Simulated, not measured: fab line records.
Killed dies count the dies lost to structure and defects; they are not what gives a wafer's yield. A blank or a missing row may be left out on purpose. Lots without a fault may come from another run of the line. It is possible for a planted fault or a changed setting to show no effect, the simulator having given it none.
fab line records + flow sky130
[record]
- lots = 6
- wafers = 18
- last-day = 50
route steps=708 shown CONTACT@418 METAL1@434 PAD_OPEN@708
lots that met no fault: from a run of the same line without faults
start-h: the number of hours between the record's first day and the start of the first shown wafer of the lot + wait-h: hours elapsed since this lot's preceding step + " repeats the value in the row above + L1.1+2: several wafers, shown together as one row + - either no value or no given start + * or withheld: withheld + < > ~ a bound
route shown NAME@n: NAME is a module with steps in the file, n the number in the route of the first one + usual: mean/standard deviation taken from wafers without a fault + same: alike in all rows + chamber/n: place in a boat + sites: each site's reading + _std_site: the standard deviation of these + _edge_site: inner sites' mean taken away from outer sites' mean + radius-mm: for every site, how far away it sits from the centre of the wafer + mask NAME#n: copy n + behind: the tool/chamber that last shaped the wafer + hold: cause of the lot's hold/its duration in hours/its outcome + device: whichever transistor did not switch (one of n, p or np) + end of line: the tests these same wafers got at the end of their route + a step with no rows: only its recipe + killed: the dies lost at the first sort to structure and to defects; this is not the yield of the wafer + map: per-die view of a wafer (x killed, . not killed, _ where there is no die)
set.NAME: the setting the step ran with; set.NAME@STEP: the setting that earlier step ran with + model.NAME: the simulator's own value behind a step, which no gauge read
lots at selected steps of the route; one table per step, one row per wafer
services: when a tool's chamber went out of use (start-h, in hours from the record's first day, below 0 if earlier), for how many hours, and the reason
[[steps]]
[step SKY_CONTACT_PEB_12]
[recipe]
- peb-temp-c = withheld
- peb-time-s = withheld
- resist = KrF-thick
[step SKY_CONTACT_DEVELOP_13]
[recipe]
- develop-time-s = 60
- resist = KrF-thick
- dev-temp-c = 21
[step SKY_CONTACT_CD_MEAS_14]
[recipe]
- target-cd-nm = 170
[usual]
- cd-nm = 169.6/1.6
| lot.wafer | tool      | chamber | start-h | wait-h | cd-nm |
|-----------|-----------|---------|---------|--------|-------|
| L569.2    | cd-sem-02 | -       | 723.25  | -      | 171.4 |
| L569.3    | "         | -       | "       | "      | 172.9 |
| L569.6    | "         | -       | "       | "      | 171.1 |
| L574.2    | cd-sem-02 | -       | 775.29  | -      | 170.3 |
| L574.4    | "         | -       | "       | "      | 171.1 |
| L574.5    | "         | -       | "       | "      | 170.4 |
| L576.1    | cd-sem-02 | -       | 794.62  | -      | 171.3 |
| L576.3    | "         | -       | "       | "      | 171.2 |
| L576.4    | "         | -       | "       | "      | 171.3 |
| L578.1    | cd-sem-01 | -       | 803.03  | -      | 169.5 |
| L578.4    | "         | -       | "       | "      | 168.9 |
| L578.6    | "         | -       | "       | "      | 171.0 |
| L589.2    | cd-sem-01 | -       | 900.05  | -      | 168.2 |
| L589.4    | "         | -       | "       | "      | 167.5 |
| L589.6    | "         | -       | "       | "      | 168.4 |
| L592.1    | cd-sem-02 | -       | 915.17  | -      | 167.4 |
| L592.3    | "         | -       | "       | "      | 169.7 |
| L592.6    | "         | -       | "       | "      | 168.0 |
[step SKY_CONTACT_OVL_MEAS_15]
[usual]
- CONTACT_OVL = 2/5.5
| lot.wafer | tool       | chamber | start-h | wait-h | CONTACT_OVL[nm] |
|-----------|------------|---------|---------|--------|-----------------|
| L569.2    | overlay-02 | -       | 723.36  | 0.1    | 1               |
| L569.3    | "          | -       | "       | "      | 1               |
| L569.6    | "          | -       | "       | "      | -2              |
| L574.2    | overlay-01 | -       | 775.39  | 0.1    | 6               |
| L574.4    | "          | -       | "       | "      | -1              |
| L574.5    | "          | -       | "       | "      | 7               |
| L576.1    | overlay-02 | -       | 794.74  | 0.1    | 2               |
| L576.3    | "          | -       | "       | "      | 5               |
| L576.4    | "          | -       | "       | "      | 7               |
| L578.1    | overlay-01 | -       | 803.15  | 0.1    | -3              |
| L578.4    | "          | -       | "       | "      | -1              |
| L578.6    | "          | -       | "       | "      | 0               |
| L589.2    | overlay-02 | -       | 900.16  | 0.1    | -5              |
| L589.4    | "          | -       | "       | "      | -2              |
| L589.6    | "          | -       | "       | "      | -10             |
| L592.1    | overlay-02 | -       | 915.29  | 0.1    | -4              |
| L592.3    | "          | -       | "       | "      | 1               |
| L592.6    | "          | -       | "       | "      | -3              |
[step SKY_CONTACT_ETCH_16]
[recipe]
- chemistry = N2/H2
- target = BARC
- ion-energy-ev = 200
- source-w = 500
- bias-w = 100
- pressure-mtorr = 30
- n2-flow-sccm = 100
- h2-flow-sccm = 200
- stop-on = SiO2
- time-s = 45.9
- target-depth-a = 600
[usual]
- drypump-motor-current-A = 5.8/0.51
- oes-product-au = 0.855/0.0048
- throttle-valve-pct = 13.226/0.0091
| lot.wafer | tool        | chamber | start-h | wait-h | drypump-motor-current-A | oes-product-au | rf-hours-counter-h | throttle-valve-pct |
|-----------|-------------|---------|---------|--------|-------------------------|----------------|--------------------|--------------------|
| L569.2    | rie-diel-03 | 3       | 723.39  | 0.0    | 5.4                     | 0.862          | 2                  | 13.208             |
| L569.3    | "           | 1       | "       | "      | 4.7                     | 0.856          | 48                 | 13.228             |
| L569.6    | "           | 3       | "       | "      | 5.4                     | 0.858          | -                  | 13.238             |
| L574.2    | rie-diel-02 | 2       | 775.42  | 0.0    | 5.7                     | 0.853          | 10                 | 13.226             |
| L574.4    | "           | 1       | "       | "      | 6.0                     | 0.855          | 2                  | 13.225             |
| L574.5    | "           | 0       | "       | "      | 6.1                     | 0.855          | -                  | 13.231             |
| L576.1    | rie-diel-04 | 0       | 794.78  | 0.0    | 6.2                     | 0.851          | 5                  | 13.238             |
| L576.3    | "           | 1       | "       | "      | 5.5                     | 0.846          | 15                 | 13.227             |
| L576.4    | "           | 3       | "       | "      | 5.7                     | 0.857          | 11                 | 13.220             |
| L578.1    | rie-diel-04 | 0       | 803.19  | 0.0    | 6.2                     | 0.855          | 6                  | 13.213             |
| L578.4    | "           | 2       | "       | "      | 5.1                     | 0.850          | 4                  | 13.234             |
| L578.6    | "           | 3       | "       | "      | 5.7                     | 0.852          | -                  | 13.220             |
| L589.2    | rie-diel-02 | 2       | 900.19  | 0.0    | 5.7                     | 0.858          | 14                 | 13.236             |
| L589.4    | "           | 1       | "       | "      | 6.0                     | 0.856          | 6                  | 13.230             |
| L589.6    | "           | 2       | "       | "      | 5.7                     | 0.853          | -                  | 13.223             |
| L592.1    | rie-diel-03 | 0       | 915.33  | 0.0    | 6.2                     | 0.856          | 14                 | 13.237             |
| L592.3    | "           | 3       | "       | "      | 5.3                     | 0.852          | 9                  | 13.229             |
| L592.6    | "           | 1       | "       | "      | 4.7                     | 0.856          | -                  | 13.232             |
[step SKY_CONTACT_ETCH_17]
[recipe]
- target = SiO2
- chemistry = C4F8/O2/Ar
- stop-on = Si3N4
- mask-material = KrF-thick
- source-w = 1500
- bias-w = 1200
- pressure-mtorr = 40
- c4f8-flow-sccm = withheld
- O2_flow_sccm = 6
- Ar_flow_sccm = 300
- time-s = withheld
- target-depth-a = 3400
[usual]
- oes-product-au = 0.892/0.0054
| lot.wafer | tool        | chamber | start-h | wait-h | oes-product-au |
|-----------|-------------|---------|---------|--------|----------------|
| L569.2    | rie-diel-03 | 3       | 723.43  | 0.0    | 0.891          |
| L569.3    | "           | 1       | "       | "      | 0.894          |
| L569.6    | "           | 3       | "       | "      | 0.900          |
| L574.2    | rie-diel-02 | 2       | 775.47  | 0.0    | 0.885          |
| L574.4    | "           | 1       | "       | "      | 0.894          |
| L574.5    | "           | 0       | "       | "      | 0.895          |
| L576.1    | rie-diel-04 | 0       | 794.82  | 0.0    | 0.884          |
| L576.3    | "           | 1       | "       | "      | 0.902          |
| L576.4    | "           | 3       | "       | "      | 0.898          |
| L578.1    | rie-diel-04 | 0       | 803.23  | 0.0    | 0.897          |
| L578.4    | "           | 2       | "       | "      | 0.892          |
| L578.6    | "           | 3       | "       | "      | 0.886          |
| L589.2    | rie-diel-02 | 2       | 900.23  | 0.0    | 0.889          |
| L589.4    | "           | 1       | "       | "      | 0.873          |
| L589.6    | "           | 2       | "       | "      | 0.895          |
| L592.1    | rie-diel-03 | 0       | 915.37  | 0.0    | 0.891          |
| L592.3    | "           | 3       | "       | "      | 0.882          |
| L592.6    | "           | 1       | "       | "      | 0.894          |
[step SKY_CONTACT_ETCH_18]
[recipe]
- target = Si3N4
- chemistry = CHF3/O2
- stop-on = TiN
- source-w = 600
- bias-w = 200
- pressure-mtorr = 40
- chf3-flow-sccm = 50
- O2_flow_sccm = 5
- time-s = 39
- target-depth-a = 750
[usual]
- chf3-flow-sccm = 50.01/0.15
- drypump-motor-current-A = 5.8/0.5
- oes-product-au = 0.854/0.0077
- throttle-valve-pct = 8.794/0.0099
| lot.wafer | tool        | chamber | start-h | wait-h | chf3-flow-sccm | drypump-motor-current-A | oes-product-au | rf-hours-counter-h | throttle-valve-pct |
|-----------|-------------|---------|---------|--------|----------------|-------------------------|----------------|--------------------|--------------------|
| L569.2    | rie-diel-03 | 3       | -       | -      | 49.80          | 5.4                     | 0.847          | 2                  | 8.783              |
| L569.3    | "           | 1       | "       | "      | 49.86          | 4.7                     | 0.845          | 48                 | 8.795              |
| L569.6    | "           | 3       | "       | "      | 49.98          | 5.3                     | 0.859          | -                  | 8.795              |
| L574.2    | rie-diel-02 | 2       | -       | -      | 50.22          | 5.6                     | 0.850          | 10                 | 8.787              |
| L574.4    | "           | 1       | "       | "      | 49.97          | 6.0                     | 0.854          | 2                  | 8.791              |
| L574.5    | "           | 0       | "       | "      | 50.08          | 6.1                     | 0.856          | -                  | 8.783              |
| L576.1    | rie-diel-04 | 0       | -       | -      | 50.07          | 6.3                     | 0.856          | 5                  | 8.777              |
| L576.3    | "           | 1       | "       | "      | 50.15          | 5.5                     | 0.852          | 15                 | 8.802              |
| L576.4    | "           | 3       | "       | "      | 49.95          | 5.7                     | 0.853          | 11                 | 8.798              |
| L578.1    | rie-diel-04 | 0       | -       | -      | 50.01          | 6.2                     | 0.851          | 6                  | 8.789              |
| L578.4    | "           | 2       | "       | "      | 50.20          | 5.1                     | 0.863          | 5                  | 8.795              |
| L578.6    | "           | 3       | "       | "      | 49.96          | 5.7                     | 0.869          | -                  | 8.775              |
| L589.2    | rie-diel-02 | 2       | -       | -      | 49.92          | 5.6                     | 0.844          | 14                 | 8.788              |
| L589.4    | "           | 1       | "       | "      | 50.00          | 6.0                     | 0.850          | 6                  | 8.783              |
| L589.6    | "           | 2       | "       | "      | 50.01          | 5.6                     | 0.854          | -                  | 8.791              |
| L592.1    | rie-diel-03 | 0       | -       | -      | 50.10          | 6.2                     | 0.851          | 14                 | 8.781              |
| L592.3    | "           | 3       | "       | "      | 49.96          | 5.3                     | 0.845          | 9                  | 8.787              |
| L592.6    | "           | 1       | "       | "      | 50.02          | 4.7                     | 0.857          | -                  | 8.789              |
[step SKY_CONTACT_STRIP_19]
[recipe]
- chemistry = O2/N2
- power-w = 1400
- pressure-mtorr = 1500
- platen-temp-c = withheld
- o2-flow-sccm = 3000
- n2-flow-sccm = 300
- overash-fraction = 0.5
[usual]
- drypump-motor-current-A = 5.51/0.2
- oes-product-au = 0.380/0.0046
- strip-time-to-endpoint-s = 3.615/0.027
[same]
- overash-fraction = 0.5
| lot.wafer | tool            | chamber | start-h | wait-h | drypump-motor-current-A | oes-product-au | rf-hours-counter-h | strip-time-to-endpoint-s |
|-----------|-----------------|---------|---------|--------|-------------------------|----------------|--------------------|--------------------------|
| L569.2    | plasma-asher-04 | 1       | 723.52  | -      | 5.20                    | 0.380          | 61                 | 3.625                    |
| L569.3    | "               | 1       | "       | "      | 5.19                    | 0.383          | -                  | 3.646                    |
| L569.6    | "               | 0       | "       | "      | 5.54                    | 0.385          | -                  | 3.652                    |
| L574.2    | plasma-asher-04 | 1       | 775.56  | -      | 5.21                    | 0.372          | 67                 | 3.586                    |
| L574.4    | "               | 0       | "       | "      | 5.56                    | 0.387          | -                  | 3.619                    |
| L574.5    | "               | 1       | "       | "      | 5.21                    | 0.385          | -                  | 3.635                    |
| L576.1    | plasma-asher-02 | 1       | 794.91  | -      | 5.71                    | 0.376          | 5                  | 3.600                    |
| L576.3    | "               | 0       | "       | "      | 5.34                    | 0.378          | -                  | 3.573                    |
| L576.4    | "               | 1       | "       | "      | 5.71                    | 0.378          | -                  | 3.584                    |
| L578.1    | plasma-asher-03 | 1       | 803.32  | -      | 5.76                    | 0.380          | 36                 | 3.599                    |
| L578.4    | "               | 0       | "       | "      | 5.57                    | 0.380          | -                  | 3.595                    |
| L578.6    | "               | 1       | "       | "      | 5.75                    | 0.375          | -                  | 3.584                    |
| L589.2    | plasma-asher-04 | 0       | 900.32  | -      | 5.58                    | 0.382          | 78                 | 3.630                    |
| L589.4    | "               | 0       | "       | "      | 5.57                    | 0.384          | -                  | 3.661                    |
| L589.6    | "               | 1       | "       | "      | 5.22                    | 0.385          | -                  | 3.636                    |
| L592.1    | plasma-asher-03 | 0       | 915.46  | -      | 5.58                    | 0.384          | 47                 | 3.631                    |
| L592.3    | "               | 1       | "       | "      | 5.74                    | 0.388          | -                  | 3.657                    |
| L592.6    | "               | 1       | "       | "      | 5.74                    | 0.383          | -                  | 3.632                    |
[step SKY_CONTACT_STRIP_20]
[recipe]
- chemistry = post-etch-residue-remover
- time-s = 1200
- temp-c = 72.5
[step SKY_CONTACT_CLEAN_21]
[recipe]
- chemistry = IPA
- time-s = 180
- temp-c = 25
[step SKY_CONTACT_CLEAN_22]
[recipe]
- chemistry = O3/DIW
- dry = n2-spin
[step SKY_CONTACT_SPUTTER_23]
[recipe]
- material = TiN
- target-thk-nm = 20
- chamber-pressure-pa = 5
- power-w = 4000
- time-s = 80
[step SKY_CONTACT_CVD_24]
[recipe]
- material = W
- target-thk-nm = 340
- time-s = 102.12
- temp-c = 400
- pressure-torr = 40
[usual]
- heater-power-w = 895/48
| lot.wafer | tool     | chamber | start-h | wait-h | heater-power-w | model.W_of_CONTACT_CVD_24.thk-nm |
|-----------|----------|---------|---------|--------|----------------|----------------------------------|
| L569.2    | cvd-w-02 | 0       | 724.17  | 0.0    | 907            | 341.1                            |
| L569.3    | "        | 1       | "       | "      | 817            | 338                              |
| L569.6    | "        | 1       | "       | "      | 794            | 341                              |
| L574.2    | cvd-w-01 | 0       | 776.25  | 0.0    | 936            | 384.2                            |
| L574.4    | "        | 0       | "       | "      | 929            | 381.6                            |
| L574.5    | "        | 0       | "       | "      | 946            | 382.3                            |
| L576.1    | cvd-w-02 | 0       | 795.57  | 0.0    | 906            | 347.9                            |
| L576.3    | "        | 0       | "       | "      | 917            | 343.3                            |
| L576.4    | "        | 1       | "       | "      | 827            | 340.9                            |
| L578.1    | cvd-w-01 | 0       | 803.97  | 0.0    | 945            | 381.3                            |
| L578.4    | "        | 1       | "       | "      | 924            | 380                              |
| L578.6    | "        | 1       | "       | "      | 926            | 373                              |
| L589.2    | cvd-w-01 | 0       | 901.34  | 0.0    | 938            | 342.2                            |
| L589.4    | "        | 1       | "       | "      | 921            | 334                              |
| L589.6    | "        | 0       | "       | "      | 942            | 342.6                            |
| L592.1    | cvd-w-01 | 0       | 916.11  | 0.0    | 938            | 342.1                            |
| L592.3    | "        | 0       | "       | "      | 920            | 345.8                            |
| L592.6    | "        | 0       | "       | "      | 927            | 345.4                            |
[step SKY_CONTACT_RS_MEAS_25]
[recipe]
- thk-meas-gauge = four-point-probe
- reads = W_of_CONTACT_CVD_24+TiN_of_CONTACT_SPUTTER_23
[usual]
- CONTACT_W_RS = 0.338/0.0046
| lot.wafer | tool          | chamber | start-h | wait-h | hold                     | CONTACT_W_RS[ohm/sq] |
|-----------|---------------|---------|---------|--------|--------------------------|----------------------|
| L569.2    | film-metro-01 | -       | 724.30  | 0.1    | -                        | 0.337                |
| L569.3    | "             | -       | "       | "      | -                        | 0.339                |
| L569.6    | "             | -       | "       | "      | -                        | 0.336                |
| L574.2    | film-metro-03 | -       | 776.38  | 0.1    | await-dispo/0.2h/release | 0.299                |
| L574.4    | "             | -       | "       | "      | await-dispo/0.2h/release | 0.301                |
| L574.5    | "             | -       | "       | "      | await-dispo/0.2h/release | 0.299                |
| L574.2    | film-metro-03 | -       | 776.78  | 0.4    | -                        | 0.298                |
| L574.4    | "             | -       | "       | "      | -                        | 0.300                |
| L574.5    | "             | -       | "       | "      | -                        | 0.300                |
| L576.1    | film-metro-04 | -       | 795.68  | 0.1    | -                        | 0.331                |
| L576.3    | "             | -       | "       | "      | -                        | 0.335                |
| L576.4    | "             | -       | "       | "      | -                        | 0.338                |
| L578.1    | film-metro-03 | -       | 804.08  | 0.1    | await-dispo/0.2h/release | 0.302                |
| L578.4    | "             | -       | "       | "      | await-dispo/0.2h/release | 0.302                |
| L578.6    | "             | -       | "       | "      | await-dispo/0.2h/release | 0.308                |
| L578.1    | film-metro-03 | -       | 804.37  | 0.3    | -                        | 0.301                |
| L578.4    | "             | -       | "       | "      | -                        | 0.302                |
| L578.6    | "             | -       | "       | "      | -                        | 0.308                |
| L589.2    | film-metro-01 | -       | 901.47  | 0.1    | -                        | 0.335                |
| L589.4    | "             | -       | "       | "      | -                        | 0.343                |
| L589.6    | "             | -       | "       | "      | -                        | 0.335                |
| L592.1    | film-metro-03 | -       | 916.22  | 0.1    | -                        | 0.336                |
| L592.3    | "             | -       | "       | "      | -                        | 0.332                |
| L592.6    | "             | -       | "       | "      | -                        | 0.332                |
[step SKY_CONTACT_THK_MEAS_26]
[recipe]
- thk-meas-gauge = xrf
- reads = W_of_CONTACT_CVD_24
[usual]
- CONTACT_W_THK = 336/4.9
| lot.wafer | tool          | chamber | start-h | wait-h | hold                     | CONTACT_W_THK[nm] |
|-----------|---------------|---------|---------|--------|--------------------------|-------------------|
| L569.2    | film-metro-01 | -       | 724.41  | 0.1    | -                        | 336               |
| L569.3    | "             | -       | "       | "      | -                        | 334               |
| L569.6    | "             | -       | "       | "      | -                        | 338               |
| L574.2    | film-metro-03 | -       | 778.33  | 1.5    | await-dispo/0.2h/release | 372               |
| L574.4    | "             | -       | "       | "      | await-dispo/0.2h/release | 370               |
| L574.5    | "             | -       | "       | "      | await-dispo/0.2h/release | 368               |
| L574.2    | film-metro-03 | -       | 778.56  | 0.2    | -                        | 372               |
| L574.4    | "             | -       | "       | "      | -                        | 370               |
| L574.5    | "             | -       | "       | "      | -                        | 370               |
| L576.1    | film-metro-04 | -       | 795.80  | 0.1    | -                        | 342               |
| L576.3    | "             | -       | "       | "      | -                        | 338               |
| L576.4    | "             | -       | "       | "      | -                        | 337               |
| L578.1    | film-metro-03 | -       | 808.24  | 3.8    | await-dispo/0.2h/release | 380               |
| L578.4    | "             | -       | "       | "      | await-dispo/0.2h/release | 380               |
| L578.6    | "             | -       | "       | "      | await-dispo/0.2h/release | 372               |
| L578.1    | film-metro-03 | -       | 808.47  | 0.2    | -                        | 379               |
| L578.4    | "             | -       | "       | "      | -                        | 378               |
| L578.6    | "             | -       | "       | "      | -                        | 371               |
| L589.2    | film-metro-01 | -       | 901.58  | 0.1    | -                        | 338               |
| L589.4    | "             | -       | "       | "      | -                        | 332               |
| L589.6    | "             | -       | "       | "      | -                        | 341               |
| L592.1    | film-metro-03 | -       | 916.34  | 0.1    | -                        | 336               |
| L592.3    | "             | -       | "       | "      | -                        | 338               |
| L592.6    | "             | -       | "       | "      | -                        | 338               |
[step SKY_CONTACT_CMP_27]
[recipe]
- stop-on = SiO2
- t-overpolish-s = 15
- down-force-psi = 3.5
- platen-rpm = 60
- target-thk-nm = 0
- pad-velocity-m-s = 0.94248
[usual]
- motor-current-A = 10.1/1.1
- time-to-endpoint-s = 83/3.6
| lot.wafer | tool   | chamber | start-h | wait-h | hold                     | motor-current-A | time-to-endpoint-s |
|-----------|--------|---------|---------|--------|--------------------------|-----------------|--------------------|
| L569.3    | cmp-01 | 1       | 724.51  | 0.1    | -                        | 9.9             | 85                 |
| L569.2    | "      | 2       | "       | "      | -                        | 9.1             | 88                 |
| L569.6    | "      | 1       | "       | "      | -                        | 9.8             | 85                 |
| L574.4    | cmp-01 | 1       | 781.00  | 2.4    | await-dispo/2.3h/release | 9.9             | 95                 |
| L574.2    | "      | 3       | "       | "      | await-dispo/2.3h/release | 11.3            | 96                 |
| L574.5    | "      | 0       | "       | "      | await-dispo/2.3h/release | 10.8            | 98                 |
| L576.3    | cmp-01 | 3       | 796.07  | 0.2    | -                        | 10.8            | 86                 |
| L576.4    | "      | 1       | "       | "      | -                        | 9.5             | 85                 |
| L576.1    | "      | 2       | "       | "      | -                        | 8.7             | 89                 |
| L578.1    | cmp-01 | 2       | 814.11  | 5.6    | await-dispo/5.5h/release | 8.9             | 95                 |
| L578.4    | "      | 3       | "       | "      | await-dispo/5.5h/release | 10.6            | 101                |
| L578.6    | "      | 0       | "       | "      | await-dispo/5.5h/release | 10.5            | 97                 |
| L589.4    | cmp-02 | 3       | 901.63  | 0.0    | -                        | 10.2            | 76                 |
| L589.2    | "      | 1       | "       | "      | -                        | 11.9            | 78                 |
| L589.6    | "      | 3       | "       | "      | -                        | 10.4            | 78                 |
| L592.3    | cmp-01 | 1       | 916.40  | 0.0    | -                        | 9.8             | 84                 |
| L592.1    | "      | 3       | "       | "      | -                        | 10.8            | 87                 |
| L592.6    | "      | 2       | "       | "      | -                        | 9.6             | 86                 |
[step SKY_METAL1_SPUTTER_00]
[recipe]
- material = Ti
- target-thk-nm = 15
- power-w = 3000
- time-s = 10
- chamber-pressure-pa = 0.4
[usual]
- chamber-pressure-pa = 0.4000/0.00082
- throttle-valve-pct = 29.6/1
| lot.wafer | tool           | chamber | start-h | wait-h | chamber-pressure-pa | throttle-valve-pct |
|-----------|----------------|---------|---------|--------|---------------------|--------------------|
| L569.2    | pvd-sputter-01 | -       | 724.76  | 0.1    | 0.3988              | 30.6               |
| L569.3    | "              | -       | "       | "      | 0.3994              | 29.9               |
| L569.6    | "              | -       | "       | "      | 0.3997              | 30.5               |
| L574.2    | pvd-sputter-02 | -       | 781.25  | 0.1    | 0.4021              | 30.3               |
| L574.4    | "              | -       | "       | "      | 0.3981              | 29.1               |
| L574.5    | "              | -       | "       | "      | 0.4010              | 30.2               |
| L576.1    | pvd-sputter-01 | -       | 796.37  | 0.1    | 0.3985              | 27.8               |
| L576.3    | "              | -       | "       | "      | 0.3992              | 29.1               |
| L576.4    | "              | -       | "       | "      | 0.3997              | 30.5               |
| L578.1    | pvd-sputter-01 | -       | 814.31  | 0.1    | 0.4005              | 30.4               |
| L578.4    | "              | -       | "       | "      | 0.4006              | 29.4               |
| L578.6    | "              | -       | "       | "      | 0.3993              | 29.8               |
| L589.2    | pvd-sputter-04 | -       | 901.93  | 0.1    | 0.4011              | 28.4               |
| L589.4    | "              | -       | "       | "      | 0.4007              | 29.4               |
| L589.6    | "              | -       | "       | "      | 0.3998              | 31.6               |
| L592.1    | pvd-sputter-02 | -       | 916.70  | 0.1    | 0.4014              | 29.0               |
| L592.3    | "              | -       | "       | "      | 0.4012              | 30.1               |
| L592.6    | "              | -       | "       | "      | 0.4007              | 29.4               |
[step SKY_PAD_OPEN_PROBE_99]
[usual]
- killed_at_M0_to_M3 = 45/6.8
- killed_at_M4_up = 3.2/1.6
- killed-at-contacts = 24/5.1
- killed-at-front-end = 14/4.4
- killed-at-other = 0.4/0.65
- killed-dies = 87/8.8
- killed-open = 47/7.2
- killed-short = 39/6.1
[same]
- gross-dies = 492
- killed-at-back-side = 0
| lot.wafer | tool      | chamber | start-h | wait-h | killed_at_M0_to_M3 | killed_at_M4_up | killed-at-contacts | killed-at-front-end | killed-at-other | killed-dies | killed-open | killed-short |
|-----------|-----------|---------|---------|--------|--------------------|-----------------|--------------------|---------------------|-----------------|-------------|-------------|--------------|
| L574.2    | prober-01 | -       | 1104.95 | 0.1    | 38                 | 3               | 31                 | 16                  | 0               | 88          | 52          | 36           |
| L574.4    | prober-01 | -       | 1105.05 | 0.2    | 55                 | 2               | 28                 | 6                   | 0               | 91          | 54          | 36           |
| L574.5    | prober-01 | -       | 1105.10 | 0.2    | 52                 | 3               | 19                 | 14                  | 0               | 88          | 53          | 35           |
| L578.1    | prober-01 | -       | 1126.34 | 0.1    | 39                 | 3               | 29                 | 9                   | 0               | 80          | 49          | 31           |
| L578.4    | prober-01 | -       | 1126.49 | 0.2    | 37                 | 3               | 31                 | 9                   | 1               | 81          | 52          | 29           |
| L578.6    | prober-01 | -       | 1126.59 | 0.2    | 47                 | 3               | 22                 | 18                  | 1               | 91          | 51          | 40           |
| L589.2    | prober-02 | -       | 1195.17 | 0.1    | 55                 | 5               | 22                 | 10                  | 1               | 93          | 49          | 44           |
| L589.4    | prober-02 | -       | 1195.27 | 0.2    | 44                 | 7               | 23                 | 16                  | 0               | 90          | 51          | 38           |
// killed by level:class
L574.2 CONTACT:geometric-particle:open=9 VIA1:geometric-particle:open=9 LI_CONTACT:geometric-particle:open=8 VIA2:geometric-particle:open=7 CONTACT:geometric-particle:short=6 FIELD_ISO:geometric-particle:open=5 VIA3:geometric-particle:open=5 LOCAL_INTERCONNECT:geometric-particle:short=4
L574.4 VIA3:geometric-particle:open=14 VIA1:geometric-particle:open=11 METAL2:geometric-particle:short=9 CONTACT:geometric-particle:open=7 LI_CONTACT:geometric-particle:open=6 VIA2:geometric-particle:open=6 CONTACT:geometric-particle:short=5 LI_CONTACT:geometric-particle:short=4
L574.5 VIA1:geometric-particle:open=14 VIA3:geometric-particle:open=7 VIA2:geometric-particle:short=7 LI_CONTACT:geometric-particle:open=6 VIA2:geometric-particle:open=6 CONTACT:geometric-particle:open=6 POLY_GATE:geometric-particle:short=4 METAL2:geometric-particle:short=4
L578.1 CONTACT:geometric-particle:open=14 VIA1:geometric-particle:open=10 VIA2:geometric-particle:open=8 VIA3:geometric-particle:open=7 LI_CONTACT:geometric-particle:open=6 METAL1:geometric-particle:short=5 CONTACT:geometric-particle:short=4 FIELD_ISO:geometric-particle:short=3
L578.4 CONTACT:geometric-particle:open=16 VIA2:geometric-particle:open=10 LI_CONTACT:geometric-particle:open=6 VIA1:geometric-particle:open=6 METAL1:geometric-particle:short=5 LOCAL_INTERCONNECT:geometric-particle:short=4 CONTACT:geometric-particle:short=4 METAL2:geometric-particle:open=4
L578.6 VIA1:geometric-particle:open=11 VIA1:geometric-particle:short=10 VIA2:geometric-particle:open=10 CONTACT:geometric-particle:open=9 METAL3:geometric-particle:short=7 FIELD_ISO:geometric-particle:open=6 CONTACT:geometric-particle:short=5 FIELD_ISO:geometric-particle:short=4
L589.2 CONTACT:geometric-particle:open=10 LI_CONTACT:geometric-particle:open=9 VIA1:geometric-particle:short=8 VIA1:geometric-particle:open=8 METAL2:geometric-particle:short=8 VIA3:geometric-particle:open=8 VIA2:geometric-particle:open=7 METAL1:geometric-particle:short=6
L589.4 VIA2:geometric-particle:open=12 VIA1:geometric-particle:open=9 LI_CONTACT:geometric-particle:open=9 POLY_GATE:geometric-particle:short=7 METAL4:geometric-particle:short=7 CONTACT:geometric-particle:open=6 METAL1:geometric-particle:short=6 VIA3:geometric-particle:open=6
[[services]]
| tool            | chamber | start-h | hours | kind   |
|-----------------|---------|---------|-------|--------|
| cmp-01          | -       | 702.33  | 0.9   | repair |
| rie-diel-04     | 3       | 708.87  | 3.9   | repair |
| cmp-01          | -       | 710.76  | 6.4   | repair |
| rie-diel-03     | -       | 731.83  | 0.1   | repair |
| rie-diel-04     | 1       | 739.51  | 1.7   | repair |
| plasma-asher-03 | -       | 741.04  | 0.9   | repair |
| pvd-sputter-02  | -       | 743.48  | 5.8   | repair |
| rie-diel-04     | 1       | 752.53  | 7.6   | repair |
| plasma-asher-04 | -       | 752.70  | 0.8   | repair |
| cvd-w-01        | -       | 756.97  | 6.9   | pm     |
| plasma-asher-04 | -       | 801.29  | 12.6  | repair |
| rie-diel-02     | 3       | 804.66  | 1.8   | repair |
| pvd-sputter-02  | -       | 806.54  | 1.6   | repair |
| rie-diel-02     | 3       | 811.23  | 15.4  | repair |
| plasma-asher-03 | -       | 842.77  | 0.4   | repair |
| plasma-asher-04 | -       | 842.84  | 0.3   | repair |
| rie-diel-03     | 1       | 843.60  | 13.1  | repair |
| rie-diel-04     | 3       | 849.32  | 2.4   | repair |
| rie-diel-02     | 1       | 884.79  | 5.1   | repair |
| rie-diel-03     | -       | 898.55  | 4.2   | repair |
| rie-diel-02     | 2       | 903.95  | 10.2  | repair |
| cmp-01          | -       | 912.00  | 4.0   | pm     |
| pvd-sputter-01  | -       | 912.02  | 5.0   | repair |
| rie-diel-02     | -       | 916.70  | 1.5   | repair |
[[key]]
[first-sign]
- step = SKY_CONTACT_RS_MEAS_25
- reading = visit
- direction = added
[effect]
- step = SKY_CONTACT_RS_MEAS_25
- reading = CONTACT_W_RS
- direction = down
- sigmas = 7.9
- usual = 0.338
- struck = 0.302
[effect]
- step = SKY_CONTACT_THK_MEAS_26
- reading = visit
- direction = added
[effect]
- step = SKY_CONTACT_THK_MEAS_26
- reading = CONTACT_W_THK
- direction = up
- sigmas = 7.7
- usual = 336
- struck = 374
[effect]
- step = SKY_CONTACT_CMP_27
- reading = time-to-endpoint-s
- direction = up
- sigmas = 4.1
- usual = *
- struck = *
[model-effect]
- step = SKY_CONTACT_CVD_24
- value = W_of_CONTACT_CVD_24.thk-nm
- without = 345.7
- struck = 380.4
met-at SKY_CONTACT_CVD_24
struck-wafers L574.2,L574.4,L574.5,L578.1,L578.4,L578.6
tester-left-out L574,L578
[fault]
- kind = process-parameter-drift
- tool = cvd-w-01
- chamber = -
- onset-h = 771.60
- steps = SKY_CONTACT_CVD_24
- channel = target-thk-nm
- offset = 34.479
- shape = step
- end-h = 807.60
- acts-in = these-recipes-only
- stated = 340
// tester-left-out: of these lots the tester's yield and bins aren't shown, on N5 and GAA mostly nor the transistor test; their killed dies are dies lost to structure and defects alone, not to doping, threshold or leakage, so they don't give the yield
